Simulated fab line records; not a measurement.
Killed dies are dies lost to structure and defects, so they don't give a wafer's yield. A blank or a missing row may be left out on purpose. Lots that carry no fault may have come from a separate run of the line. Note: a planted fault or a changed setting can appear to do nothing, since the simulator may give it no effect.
What tool caused it? ; flow sky130 ; 11 lots with 33 wafers sampled at 5 steps, on a route of 708 steps

== WHAT EACH GAUGE READ, for each wafer ==
No reading from a measuring or inspecting step in the record can be judged against a usual standard deviation.

== WHICH TOOL RAN EACH LOT (tool, then ch and the chambers of the sampled wafers, then the start) ==
lot;SKY_METAL1_DESCUM_17;SKY_METAL2_SPUTTER_00;SKY_METAL2_SPUTTER_02;SKY_METAL2_SPUTTER_04;SKY_PAD_OPEN_PROBE_99
L937;rie_metal-03 ch 0,1, day 32 06:57;pvd_sputter-03, day 33 12:28;pvd_sputter-03, day 33 12:31;pvd_sputter-03, day 33 12:34;-
L938;rie_metal-04 ch 0,1, day 33 15:34;pvd_sputter-01, day 34 19:07;pvd_sputter-01, day 34 19:10;pvd_sputter-01, day 34 19:13;-
L941;rie_metal-01 ch 0,1, day 33 22:35;pvd_sputter-01, day 35 00:57;pvd_sputter-01, day 35 00:59;pvd_sputter-01, day 35 01:02;-
L943;rie_metal-03 ch 0,1, day 34 16:20;pvd_sputter-01, day 35 17:43;pvd_sputter-01, day 35 17:46;pvd_sputter-01, day 35 17:48;-
L944;rie_metal-03 ch 1, day 34 21:25;pvd_sputter-01, day 35 22:40;pvd_sputter-01, day 35 22:43;pvd_sputter-01, day 35 22:45;-
L945;rie_metal-03 ch 1, day 35 03:59;pvd_sputter-04, day 36 07:19;pvd_sputter-04, day 36 07:22;pvd_sputter-04, day 36 07:25;-
L946;rie_metal-03 ch 1, day 35 08:46;pvd_sputter-03, day 36 12:36;pvd_sputter-03, day 36 12:39;pvd_sputter-03, day 36 12:41;prober-02, day 47 15:41
L954;rie_metal-04 ch 0,1, day 38 10:21;pvd_sputter-01, day 39 14:43;pvd_sputter-01, day 39 14:46;pvd_sputter-01, day 39 14:48;-
L956;rie_metal-01 ch 0,1, day 38 17:32;pvd_sputter-03, day 39 21:36;pvd_sputter-03, day 39 21:39;pvd_sputter-03, day 39 21:41;-
L957;rie_metal-04 ch 0,1, day 38 18:15;pvd_sputter-04, day 39 22:13;pvd_sputter-04, day 39 22:16;pvd_sputter-04, day 39 22:19;prober-02, day 50 04:34
L959;rie_metal-03 ch 0,1, day 39 07:41;pvd_sputter-03, day 40 11:10;pvd_sputter-03, day 40 11:13;pvd_sputter-03, day 40 11:15;-
- SKY_METAL1_DESCUM_17: chemistry O2, time 8 s.
- SKY_METAL2_SPUTTER_00: material Ti, target thk 15 nm, time 10 s.
- SKY_METAL2_SPUTTER_02: material AlCu, target thk 250 nm, time 13.3 s.
- SKY_METAL2_SPUTTER_04: material TiN, target thk 70 nm, time 58.3 s.
- SKY_PAD_OPEN_PROBE_99

== WHAT THE TOOLS THEMSELVES READ (means of the sampled wafers that have a number; where no wafer has one, the mark that the record gives instead) ==
SKY_METAL1_DESCUM_17. Usual: drypump_motor_current_A 5.8 A, standard deviation 0.4; oes_product_au 0.997 a.u., standard deviation 0.008.
lot;tool;drypump_motor_current_A (A);oes_product_au (a.u.);flag
L937;rie_metal-03;5.8;0.994;
L938;rie_metal-04;6.0;0.997;
L941;rie_metal-01;5.7;1.007;
L943;rie_metal-03;5.8;0.994;
L944;rie_metal-03;5.7;0.996;
L945;rie_metal-03;5.6;0.993;
L946;rie_metal-03;5.7;1.002;
L954;rie_metal-04;6.0;0.989;
L956;rie_metal-01;5.7;0.996;
L957;rie_metal-04;6.0;0.993;
L959;rie_metal-03;5.9;0.999;

SKY_METAL2_SPUTTER_00. Usual: cathode_dc_power_W 2999.9 W, standard deviation 0.54; chamber_pressure_pa 0.4001 Pa, standard deviation 0.00071; throttle_valve_pct 30.8 %, standard deviation 1.3.
lot;tool;cathode_dc_power_W (W);chamber_pressure_pa (Pa);throttle_valve_pct (%);flag
L937;pvd_sputter-03;2999.8;0.3994;31.7;
L938;pvd_sputter-01;3000.0;0.3998;31.1;
L941;pvd_sputter-01;3000.0;0.4000;30.4;
L943;pvd_sputter-01;2999.7;0.3998;31.0;
L944;pvd_sputter-01;-;-;-;OFF
L945;pvd_sputter-04;-;-;-;OFF
L946;pvd_sputter-03;-;-;-;OFF
L954;pvd_sputter-01;3000.2;0.3997;31.3;
L956;pvd_sputter-03;3000.2;0.3997;31.3;
L957;pvd_sputter-04;3000.1;0.4003;30.0;
L959;pvd_sputter-03;2999.7;0.4005;31.6;

SKY_METAL2_SPUTTER_02. Usual: cathode_dc_power_W 10600 W, standard deviation 1.8; chamber_pressure_pa 0.4000 Pa, standard deviation 0.00087; throttle_valve_pct 30.8 %, standard deviation 1.2.
lot;tool;cathode_dc_power_W (W);chamber_pressure_pa (Pa);throttle_valve_pct (%);flag
L937;pvd_sputter-03;10601;0.3999;31.7;
L938;pvd_sputter-01;10601;0.4000;31.4;
L941;pvd_sputter-01;10600;0.3999;30.5;
L943;pvd_sputter-01;10599;0.3997;31.0;
L944;pvd_sputter-01;10600;0.3996;30.5;
L945;pvd_sputter-04;10599;0.4009;29.8;
L946;pvd_sputter-03;10598;0.4001;31.6;
L954;pvd_sputter-01;10599;0.4000;31.2;
L956;pvd_sputter-03;10600;0.3996;31.4;
L957;pvd_sputter-04;10602;0.3996;30.2;
L959;pvd_sputter-03;10599;0.3989;31.7;

SKY_METAL2_SPUTTER_04. Usual: cathode_dc_power_W 6500.0 W, standard deviation 1.2; chamber_pressure_pa 0.4000 Pa, standard deviation 0.00082; throttle_valve_pct 30.8 %, standard deviation 1.2.
lot;tool;cathode_dc_power_W (W);chamber_pressure_pa (Pa);throttle_valve_pct (%);flag
L937;pvd_sputter-03;6500.3;0.3998;31.6;
L938;pvd_sputter-01;6499.3;0.3996;31.3;
L941;pvd_sputter-01;6499.5;0.3998;30.3;
L943;pvd_sputter-01;6499.8;0.4004;31.3;
L944;pvd_sputter-01;6500.0;0.4001;30.5;
L945;pvd_sputter-04;6500.2;0.4001;29.7;
L946;pvd_sputter-03;6499.8;0.4003;31.8;
L954;pvd_sputter-01;6500.2;0.3997;31.3;
L956;pvd_sputter-03;6499.9;0.4000;31.4;
L957;pvd_sputter-04;6500.2;0.4000;30.0;
L959;pvd_sputter-03;6499.6;0.3992;31.7;

SKY_PAD_OPEN_PROBE_99. Usual: defect_limited_yield 82.6 %, standard deviation 1.8; killed_at_M0_to_M3 44, standard deviation 6.5; killed_at_M4_up 3.3, standard deviation 1.9; killed_at_contacts 23, standard deviation 4.7; killed_at_front_end 15, standard deviation 4.5; killed_at_other 0.2, standard deviation 0.52; killed_dies 86, standard deviation 8.9; killed_open 47, standard deviation 6.8; killed_short 39, standard deviation 6.1; sort_bin_3_pad_short 0.8 %, standard deviation 0.44; sort_bin_5_function 10.3 %, standard deviation 1.4; sort_bin_6_memory 6.3 %, standard deviation 1.1; sort_n_pass 406, standard deviation 8.9; sort_yield_pct 82.6 %, standard deviation 1.8.
lot;tool;defect_limited_yield (%);killed_at_M0_to_M3;killed_at_M4_up;killed_at_contacts;killed_at_front_end;killed_at_other;killed_dies;killed_open;killed_short;sort_bin_3_pad_short (%);sort_bin_5_function (%);sort_bin_6_memory (%);sort_n_pass;sort_yield_pct (%);flag
L946;prober-02;84.1;36;4.0;19;19;0.3;78;43;35;1.0;9.1;5.8;414;84.1;
L957;prober-02;84.5;37;4.7;24;11;0.0;76;38;38;0.9;8.3;6.2;416;84.5;

== THE ANSWER, worked out from the rows above alone ==
Rule: take the mean of a lot's wafers that have a number; if it is more than 3 standard deviations from the usual mean, the lot is off. Also off: a lot with no number at a reading for which 4 or more lots have one. Any other lot the step has rows for is counted as sound. Order of review: gauges by route order, followed by the tools' own readings, for which a lot's mean as printed above is used. At the first step where some lot is off, the reading lying furthest off is the one used; lots without a number count as furthest.
Off at SKY_METAL2_SPUTTER_00 (cathode_dc_power_W): L944, L945, L946. Without a number there: L944, L945, L946.
If a tool, at that step or one of the process steps before it, ran each lot that is off and ran no sound lot following the first of them, it fits. No candidate that was tried fits.

== WHAT THE SIMULATOR HAD PUT IN ==
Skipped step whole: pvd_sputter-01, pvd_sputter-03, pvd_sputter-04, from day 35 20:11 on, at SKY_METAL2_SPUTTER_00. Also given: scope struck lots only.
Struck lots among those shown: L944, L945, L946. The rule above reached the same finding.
